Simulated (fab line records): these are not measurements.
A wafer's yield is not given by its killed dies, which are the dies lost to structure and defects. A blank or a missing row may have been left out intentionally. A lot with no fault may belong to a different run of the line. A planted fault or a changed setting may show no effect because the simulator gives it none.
Which tool was responsible? | flow gf180mcu | Sampling: 14 lots, 40 wafers, 3 of 602 route steps

## WHAT THE GAUGES READ, wafer by wafer
GF_CONTACT_THK_MEAS_26: measures by xrf.
lot  | measured     | on            | CONTACT_W_THK (nm)
L526 | day 16 09:52 | film metro-04 | 302 306 309
L527 | day 16 14:29 | film metro-01 | 304 306 308
L528 | day 16 16:22 | film metro-01 | 306 306 307
L529 | day 17 00:29 | film metro-04 | 311 309 308
L530 | day 17 15:35 | film metro-01 | 308 312 313
L531 | day 17 22:19 | film metro-03 | 315 312 314
L533 | day 19 01:37 | film metro-01 | 308 310 310
L535 | day 19 13:13 | film metro-04 | 305 310 310
L537 | day 20 14:17 | film metro-04 | 305 308 312
L540 | day 21 14:50 | film metro-04 | 308 306
L541 | day 22 02:17 | film metro-04 | 307 309
L545 | day 23 05:40 | film metro-03 | 309 310 309
L547 | day 23 19:54 | film metro-04 | 309 306 308
L548 | day 24 02:33 | film metro-04 | 307 311 305

## EACH LOT AND THE TOOL THAT RAN IT (in order: tool; ch and the chambers of the sampled wafers; start)
lot  | GF_SALICIDE_SPUTTER_03       | GF_CONTACT_ETCH_16
L526 | pvd sputter-03, day 15 09:16 | rie diel-03 ch 0,3, day 16 09:05
L527 | pvd sputter-01, day 15 14:03 | rie diel-04 ch 0,2, day 16 13:41
L528 | pvd sputter-01, day 15 16:54 | rie diel-04 ch 1,2, day 16 15:35
L529 | pvd sputter-02, day 16 00:09 | rie diel-03 ch 1,2,3, day 16 23:40
L530 | pvd sputter-01, day 16 14:22 | rie diel-03 ch 1,3, day 17 14:47
L531 | pvd sputter-02, day 16 20:02 | rie diel-01 ch 0,1,3, day 17 21:29
L533 | pvd sputter-02, day 17 23:33 | rie diel-01 ch 1,2, day 19 00:50
L535 | pvd sputter-03, day 18 11:12 | rie diel-04 ch 0,1,2, day 19 12:25
L537 | pvd sputter-02, day 19 11:42 | rie diel-01 ch 0,1,3, day 20 13:23
L540 | pvd sputter-03, day 20 12:14 | rie diel-03 ch 0,1, day 21 13:58
L541 | pvd sputter-03, day 21 00:48 | rie diel-04 ch 3, day 22 01:29
L545 | pvd sputter-02, day 22 04:17 | rie diel-03 ch 0,1,3, day 23 04:52
L547 | pvd sputter-02, day 22 19:30 | rie diel-03 ch 1,2, day 23 19:05
L548 | pvd sputter-01, day 23 02:29 | rie diel-03 ch 0,2, day 24 01:44
- GF_SALICIDE_SPUTTER_03: material TiN, target thk 20 nm, time 16.7 s.
- GF_CONTACT_ETCH_16: etches BARC in N2/H2.

## AS READ BY THE TOOLS THEMSELVES (means over the sampled wafers that have a number; for cases with no such wafer, the mark the record gives instead)
GF_SALICIDE_SPUTTER_03.
lot  | tool           | chamber pressure pa (Pa) | throttle valve pct (%)
L526 | pvd sputter-03 | 0.4001                   | 30.2
L527 | pvd sputter-01 | 0.3999                   | 31.3
L528 | pvd sputter-01 | 0.4005                   | 30.4
L529 | pvd sputter-02 | 0.4002                   | 29.6
L530 | pvd sputter-01 | 0.4004                   | 29.4
L531 | pvd sputter-02 | 0.4006                   | 30.1
L533 | pvd sputter-02 | 0.3997                   | 29.5
L535 | pvd sputter-03 | 0.3991                   | 30.6
L537 | pvd sputter-02 | 0.3996                   | 29.6
L540 | pvd sputter-03 | 0.4004                   | 30.6
L541 | pvd sputter-03 | 0.4005                   | 29.9
L545 | pvd sputter-02 | 0.4003                   | 30.3
L547 | pvd sputter-02 | 0.3998                   | 30.9
L548 | pvd sputter-01 | 0.3999                   | 31.4

GF_CONTACT_ETCH_16.
lot  | tool        | drypump motor current A (A) | oes product au (a.u.) | rf fwd power W (W) | throttle valve pct (%)
L526 | rie diel-03 | 5.7                         | 0.853                 | 495.7              | 13.225
L527 | rie diel-04 | 5.6                         | 0.852                 | 493.5              | 13.225
L528 | rie diel-04 | 5.6                         | 0.849                 | 495.0              | 13.230
L529 | rie diel-03 | 6.0                         | 0.851                 | 494.7              | 13.222
L530 | rie diel-03 | 5.9                         | 0.854                 | 495.8              | 13.224
L531 | rie diel-01 | 5.8                         | 0.859                 | 494.4              | 13.232
L533 | rie diel-01 | 5.5                         | 0.851                 | 497.0              | 13.224
L535 | rie diel-04 | 5.4                         | 0.858                 | 494.8              | 13.228
L537 | rie diel-01 | 5.8                         | 0.850                 | 494.7              | 13.227
L540 | rie diel-03 | 6.0                         | 0.857                 | 495.4              | 13.216
L541 | rie diel-04 | 5.9                         | 0.858                 | 495.8              | 13.211
L545 | rie diel-03 | 5.8                         | 0.857                 | 494.7              | 13.225
L547 | rie diel-03 | 6.3                         | 0.856                 | 496.1              | 13.231
L548 | rie diel-03 | 6.1                         | 0.856                 | 496.1              | 13.226

## THE ANSWER, worked out from the rows above alone
Rule: what is usual is taken from the lots themselves. Put in order of their means at a reading, lots are off if they are a third of the lots or fewer, leave a main group of 4 or more, and stand apart from it by a gap of 3 or more times the standard deviation of the main group's means; of several such gaps the widest counts. A main group whose means are all the same, to the digits that the tables above print for the reading, isn't used. Also off: a lot with no number at a reading for which 4 or more lots have one. Any other lot the step has rows for is counted as sound. Order of review: gauges by route order, followed by the tools' own readings, for which a lot's mean as printed above is used. At the first step where some lot is off, the reading lying furthest off is the one used; lots without a number count as furthest.
None of the lots is off at any reading shown; this tells nothing.

## WHAT THE SIMULATOR HAD PUT IN
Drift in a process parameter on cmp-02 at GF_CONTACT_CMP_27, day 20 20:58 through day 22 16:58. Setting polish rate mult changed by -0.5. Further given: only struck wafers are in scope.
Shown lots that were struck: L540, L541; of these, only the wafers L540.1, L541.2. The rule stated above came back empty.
